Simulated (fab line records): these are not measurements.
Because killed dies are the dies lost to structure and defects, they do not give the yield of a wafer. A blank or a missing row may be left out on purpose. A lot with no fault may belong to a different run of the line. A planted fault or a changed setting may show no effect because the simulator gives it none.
Which of the tools did it? ; flow gf180mcu ; Sampling: 12 lots, 36 wafers, 4 of 602 route steps

WHAT EACH GAUGE READ, for each wafer
GF_STI_BOW_MEAS_00. Usual: INCOMING_BOW gives -1 um (standard deviation 5.8).
lot;measured;on;INCOMING_BOW (um);flag
L825;day 1 10:01;film-metro-04;3 -9 4;
L826;day 1 15:01;film-metro-04;1 8 -11;
L827;day 1 20:00;film-metro-03;-6 1 -10;
L828;day 2 01:00;film-metro-04;-5 10 -10;
L829;day 2 06:00;film-metro-03;9 5 3;
L830;day 2 11:01;film-metro-04;-2 -18 2;
L832;day 2 21:00;film-metro-02;8 -7 3;
L834;day 3 07:00;film-metro-02;-10 3 -7;
L839;day 4 08:02;film-metro-04;-4 -6 0;
L844;day 5 09:01;film-metro-03;2 -7 -4;
L846;day 5 19:01;film-metro-04;-2 0 -1;
L847;day 6 00:02;film-metro-04;-4 3 -8;

GF_DNWELL_TW_MEAS_09. Usual: DNWELL_TW gives 1366 (standard deviation 18).
lot;measured;on;DNWELL_TW;flag
L825;day 2 19:38;film-metro-02;1342 1338 1341;
L826;day 3 02:32;film-metro-02;1337 1335 1332;
L827;day 3 09:37;film-metro-01;1376 1372 1380;
L828;day 3 11:31;film-metro-04;1377 1380 1382;
L829;day 3 17:11;film-metro-01;1384 1378 1380;
L830;day 3 21:14;film-metro-01;1373 1367 1367;
L832;day 4 09:49;film-metro-04;1378 1375 1377;
L834;day 4 18:16;film-metro-01;1370 1367 1366;
L839;day 5 22:09;film-metro-01;1379 1373 1369;
L844;day 6 23:26;film-metro-02;1339 1342 1338;
L846;day 7 10:38;film-metro-02;1339 1349 1343;
L847;day 7 15:12;film-metro-02;1344 1350 1346;

GF_NWELL_OVL_MEAS_07. Usual: NWELL_OVL gives -0.8 nm (standard deviation 1.9).
lot;measured;on;NWELL_OVL (nm);flag
L825;day 3 07:24;overlay-02;-0.7 -2.1 -2.1;
L826;day 3 15:34;overlay-01;-4.0 -4.0 -5.0;
L827;day 3 22:20;overlay-01;0.3 -1.3 0.2;
L828;day 4 00:35;overlay-02;-0.5 -0.2 0.2;
L829;day 4 06:35;overlay-02;-1.2 -1.4 -1.6;
L830;day 4 10:07;overlay-01;-2.6 -1.7 0.2;
L832;day 4 22:59;overlay-01;-0.6 0.6 0.1;
L834;day 5 08:20;overlay-01;1.6 1.8 1.7;
L839;day 6 12:32;overlay-02;1.4 -0.1 2.1;
L844;day 7 15:10;overlay-01;-2.4 -4.6 -3.4;
L846;day 8 02:48;overlay-01;-0.3 -1.2 -1.8;
L847;day 8 07:09;overlay-02;-2.4 -2.7 -1.0;

WHICH TOOL RAN EACH LOT (tool, then ch and the chambers of the sampled wafers, then the start)
lot;GF_STI_CMP_25
L825;cmp-01 ch 0,3, day 2 05:01
L826;cmp-01 ch 1,2, day 2 10:29
L827;cmp-02 ch 0,1,2, day 2 18:26
L828;cmp-01 ch 0,1,2, day 2 20:08
L829;cmp-01 ch 1,2,3, day 3 01:41
L830;cmp-02 ch 0,1,3, day 3 05:46
L832;cmp-02 ch 0,1, day 3 17:07
L834;cmp-01 ch 0,2,3, day 4 02:20
L839;cmp-02 ch 0,2, day 5 04:40
L844;cmp-01 ch 0,1,3, day 6 05:13
L846;cmp-01 ch 1,3, day 6 16:26
L847;cmp-01 ch 0,3, day 6 20:49
- GF_STI_CMP_25: polishes, stops on Si3N4, t overpolish 33 s, target thk 524.6 nm.

AS READ BY THE TOOLS THEMSELVES (means over the sampled wafers that have a number; for cases with no such wafer, the mark the record gives instead)
GF_STI_CMP_25. Usual: head-pressure-psi 4.001 psi, standard deviation 0.0082; motor-current-A 12.4 A, standard deviation 0.85; overpolish-run-s 32.999 s, standard deviation 0.01; time-to-endpoint-s 124 s, standard deviation 4.1.
lot;tool;head-pressure-psi (psi);motor-current-A (A);overpolish-run-s (s);time-to-endpoint-s (s);flag
L825;cmp-01;4.003;11.7;32.999;123;
L826;cmp-01;4.002;11.8;32.997;126;
L827;cmp-02;4.003;13.0;32.992;125;
L828;cmp-01;4.005;12.1;32.992;126;
L829;cmp-01;4.011;12.3;32.997;125;
L830;cmp-02;3.999;12.5;33.006;124;
L832;cmp-02;3.994;12.7;31.535;123;OFF
L834;cmp-01;4.008;12.2;32.989;124;
L839;cmp-02;4.002;13.5;31.539;126;OFF
L844;cmp-01;4.007;12.2;32.998;124;
L846;cmp-01;4.002;12.5;32.992;127;
L847;cmp-01;4.007;11.9;32.993;124;

THE ANSWER, worked out from the rows above alone
Rule: a lot counts as off when the mean over its wafers that have a number is more than 3 standard deviations away from the usual mean. Also off: a lot with no number at a reading for which 4 or more lots have one. The other lots that the step has rows for count as sound. After the gauges, taken in route order, come the tools' own readings; for these a lot's mean is taken, as printed above. At the first step where some lot is off, the reading lying furthest off is the one used; lots without a number count as furthest.
Off: L832, L839 (GF_STI_CMP_25, overpolish-run-s).
A tool fits if, at that step or a process step before it, it ran every lot that is off, and no sound lot after the first of them. One candidate fits, namely cmp-02 at GF_STI_CMP_25. Its last sound lot is L830 (day 3 05:46), its first lot that is off L832 (day 3 17:07): a fault that began between those two fits.
On the lots that are off, the tool's own readings at GF_STI_CMP_25 differ by more than 5 times the standard deviation of the sound lots' means, which bears it out; overpolish-run-s reads 31.537 s there versus 32.995 s on the sound lots.

WHAT WAS PUT IN BY THE SIMULATOR
cmp-02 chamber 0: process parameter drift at GF_STI_CMP_25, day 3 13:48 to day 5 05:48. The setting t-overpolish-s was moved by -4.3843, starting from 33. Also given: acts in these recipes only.
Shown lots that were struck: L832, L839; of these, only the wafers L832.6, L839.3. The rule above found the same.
